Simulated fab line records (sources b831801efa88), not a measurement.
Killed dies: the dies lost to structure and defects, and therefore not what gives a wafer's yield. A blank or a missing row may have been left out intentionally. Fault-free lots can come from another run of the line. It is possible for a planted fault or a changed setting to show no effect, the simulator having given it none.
Code-filled problem report in 8D (eight disciplines) form + flow gf180mcu + the parts of the form that need people (team, actions taken, sign-off) are left out

== 1. WHAT IS WRONG ==
Mean V3_W_RS at GF_V3_RS_MEAS_24: 0.268 ohm/sq over 6 wafers in 2 lots; fault-free wafers: 0.327 ohm/sq, standard deviation 0.0035. Measured from the usual mean, that is -17 standard deviations.
The step: measures by four-point-probe.
Earliest sighting: wafer L536.3 on film_metro-02 at day 28 21:35. Wafers with a number at this step in the record: 33, from 11 lots. Rule for "out" (also "out of limits"): further than 4 standard deviations from the usual mean. Any other wafer with a number is counted as sound.

== 2. WHAT IT IS AND WHAT IT IS NOT ==
| question                    | is                           | is not                                               |
|-----------------------------|------------------------------|------------------------------------------------------|
| which readings at this step | V3_W_RS                      | -                                                    |
| which lots                  | L536, L537                   | L517, L520, L524, L525, L526, L527, L528, L532, L533 |
| which wafers of those lots  | all that have a number       | -                                                    |
| read on which gauges        | film_metro-02, film_metro-03 | film_metro-04                                        |
| when                        | from day 28 21:35            | up to then (27 sound wafers)                         |

== 3. THE SUSPECTS, EACH WITH WHAT RULES IT OUT ==
Counting: a tool stays on the suspect list if, at a process step up to the reading, it processed all lots that are out and no sound lot following the first of them.
- ruled out: the gauge at GF_V3_RS_MEAS_24. Those wafers that are out were read across 2 gauges (film_metro-02, film_metro-03).
- cvd_w-02 at GF_V3_CVD_23 (deposits W, target thk 350 nm, time 104.9 s): kept. Every lot that is out went through it, starting with L536 (day 28 21:28), and after that it ran no sound lot; the last sound lot it ran before then is L528 (day 26 17:32). On those wafers its own readings are out: susceptor_temp_C.
After counting, what remains is cvd_w-02 at GF_V3_CVD_23.

== 4. THE CAUSE (what the simulator had put in) ==
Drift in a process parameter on cvd_w-02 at GF_V3_CVD_23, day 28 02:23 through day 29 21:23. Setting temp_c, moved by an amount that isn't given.
Counting left only this tool.

== 5. THE CHAIN OF EFFECTS, in route order ==
Each row: a reading whose mean over the struck wafers that have a number lies more than 3 standard deviations from the usual. Only readings whose record carries a usual standard deviation are examined. hours: median over the lots of the time between each lot's start at the first step of this table that gives one and its start at this step. sigmas: the change, counted in usual standard deviations.
| hours | step              | reading            | usual        | on struck wafers | change | sigmas |
|-------|-------------------|--------------------|--------------|------------------|--------|--------|
| 0     | GF_V3_CVD_23      | susceptor_temp_C   | 399.99 C     | 411.11           | +11.12 | +51    |
| 0     | GF_V3_RS_MEAS_24  | V3_W_RS            | 0.327 ohm/sq | 0.268            | -0.059 | -17    |
| 0     | GF_V3_THK_MEAS_25 | V3_W_THK           | 347 nm       | 419              | +72    | +13    |
| 0     | GF_V3_CMP_26      | time_to_endpoint_s | 86 s         | 105              | +19    | +5.0   |
Its process steps:
- GF_V3_CVD_23: deposits W, target thk 350 nm, time 104.9 s.
- GF_V3_CMP_26: polishes, stops on SiO2, t overpolish 15 s, target thk 0 nm.

== 6. HOW IT WOULD HAVE BEEN CAUGHT EARLIER ==
19 hours passed between the start of the fault at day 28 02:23 and the first reading out of limits at a measuring or inspecting step in this record, taken at day 28 21:35.
At GF_V3_CVD_23, the tool's own readings (susceptor_temp_C) were out on each struck wafer the step has a row for, so an alarm limit on them would have fired on the first such wafer.
Of the lots that are out (2), L537 began GF_V3_CVD_23 on cvd_w-02 after day 28 21:35. A hold on the tool at that time would have spared it.
